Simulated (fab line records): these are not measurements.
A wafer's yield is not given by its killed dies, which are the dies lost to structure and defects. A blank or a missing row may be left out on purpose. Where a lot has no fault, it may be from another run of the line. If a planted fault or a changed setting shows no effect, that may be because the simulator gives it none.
Matching of chambers :: flow gf180mcu :: GF_V2_CMP_04 on cmp-01 has 4 sister chambers
The step polishes SiO2. 14 wafers are shown with their chamber, then 7 later ones without.

== WAFERS, EACH WITH ITS CHAMBER ==
wafer: L360.1
chamber: 2
motor_current_A (A): 12.1
time_to_endpoint_s (s): 77
edge_zone_pressure_frac: 1.003

wafer: L360.2
chamber: 0
motor_current_A (A): 11.2
time_to_endpoint_s (s): 83
edge_zone_pressure_frac: 0.997

wafer: L360.5
chamber: 3
motor_current_A (A): 11.3
time_to_endpoint_s (s): 87
edge_zone_pressure_frac: 1.004

wafer: L361.2
chamber: 0
motor_current_A (A): 11.1
time_to_endpoint_s (s): 77
edge_zone_pressure_frac: 1.001

wafer: L361.3
chamber: 3
motor_current_A (A): 10.7
time_to_endpoint_s (s): 85
edge_zone_pressure_frac: 1.007

wafer: L361.5
chamber: 3
motor_current_A (A): 10.9
time_to_endpoint_s (s): 89
edge_zone_pressure_frac: 0.997

wafer: L362.1
chamber: 0
motor_current_A (A): 11.3
time_to_endpoint_s (s): 77
edge_zone_pressure_frac: 0.998

wafer: L362.5
chamber: 3
motor_current_A (A): 10.5
time_to_endpoint_s (s): 84
edge_zone_pressure_frac: 0.995

wafer: L362.6
chamber: 0
motor_current_A (A): 11.1
time_to_endpoint_s (s): 81
edge_zone_pressure_frac: 1.003

wafer: L364.1
chamber: 0
motor_current_A (A): 11.5
time_to_endpoint_s (s): 76
edge_zone_pressure_frac: 1.001

wafer: L364.3
chamber: 1
motor_current_A (A): 10.6
time_to_endpoint_s (s): 81
edge_zone_pressure_frac: 0.997

wafer: L364.6
chamber: 0
motor_current_A (A): 11.2
time_to_endpoint_s (s): 81
edge_zone_pressure_frac: 0.995

wafer: L366.1
chamber: 1
motor_current_A (A): 11.3
time_to_endpoint_s (s): 83
edge_zone_pressure_frac: 1.000

wafer: L366.4
chamber: 0
motor_current_A (A): 11.0
time_to_endpoint_s (s): 87
edge_zone_pressure_frac: 0.995

SIGNATURES (averages over the wafers above)
reading: motor_current_A
chamber 0: 11.200
chamber 1: 10.950
chamber 2: 12.100
chamber 3: 10.850
scatter within a chamber: 0.275

reading: time_to_endpoint_s
chamber 0: 80.29
chamber 1: 82.00
chamber 2: 77.00
chamber 3: 86.25
scatter within a chamber: 3.32

reading: edge_zone_pressure_frac
chamber 0: 0.99857
chamber 1: 0.99850
chamber 2: 1.00300
chamber 3: 1.00075
scatter within a chamber: 0.00401
Rule: for a wafer and a chamber, the distance is found by dividing, reading by reading, the gap between the wafer's reading and the chamber's mean by the reading's scatter, squaring, summing and taking the root. The wafer belongs to the nearest chamber; if the next one is less than 2 further off, it can't be placed. The scatter is the square root of a quotient: the sum, over the shown wafers, of each reading's squared deviation from its chamber's mean, divided by wafers minus chambers.

== WAFERS WITHOUT THEIR CHAMBER ==
wafer: L366.5
motor_current_A (A): 11.1
time_to_endpoint_s (s): 84
edge_zone_pressure_frac: 0.996

wafer: L369.4
motor_current_A (A): 10.8
time_to_endpoint_s (s): 86
edge_zone_pressure_frac: 1.003

wafer: L369.5
motor_current_A (A): 11.3
time_to_endpoint_s (s): 83
edge_zone_pressure_frac: 0.997

wafer: L369.6
motor_current_A (A): 10.7
time_to_endpoint_s (s): 87
edge_zone_pressure_frac: 1.001

wafer: L375.1
motor_current_A (A): 10.8
time_to_endpoint_s (s): 64
edge_zone_pressure_frac: 1.005

wafer: L375.4
motor_current_A (A): 12.6
time_to_endpoint_s (s): 65
edge_zone_pressure_frac: 0.998

wafer: L375.5
motor_current_A (A): 10.8
time_to_endpoint_s (s): 70
edge_zone_pressure_frac: 1.005

== WHICH CHAMBER EACH ONE RAN IN ==
wafer: L366.5
from the rows above: can't be placed: 1 or 0 or 3
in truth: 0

wafer: L369.4
from the rows above: can't be placed: 3 or 1 or 0
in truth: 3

wafer: L369.5
from the rows above: can't be placed: 0 or 1 or 3
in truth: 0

wafer: L369.6
from the rows above: can't be placed: 3 or 1
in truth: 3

wafer: L375.1
from the rows above: can't be placed: 0 or 1 or 2 or 3
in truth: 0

wafer: L375.4
from the rows above: 2
in truth: 2

wafer: L375.5
from the rows above: can't be placed: 0 or 1 or 3 or 2
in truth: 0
Placed correctly: 1 of 7. Unplaceable from these rows: 6, with the true chamber sitting among the candidates in 6. 0 placed wrongly.
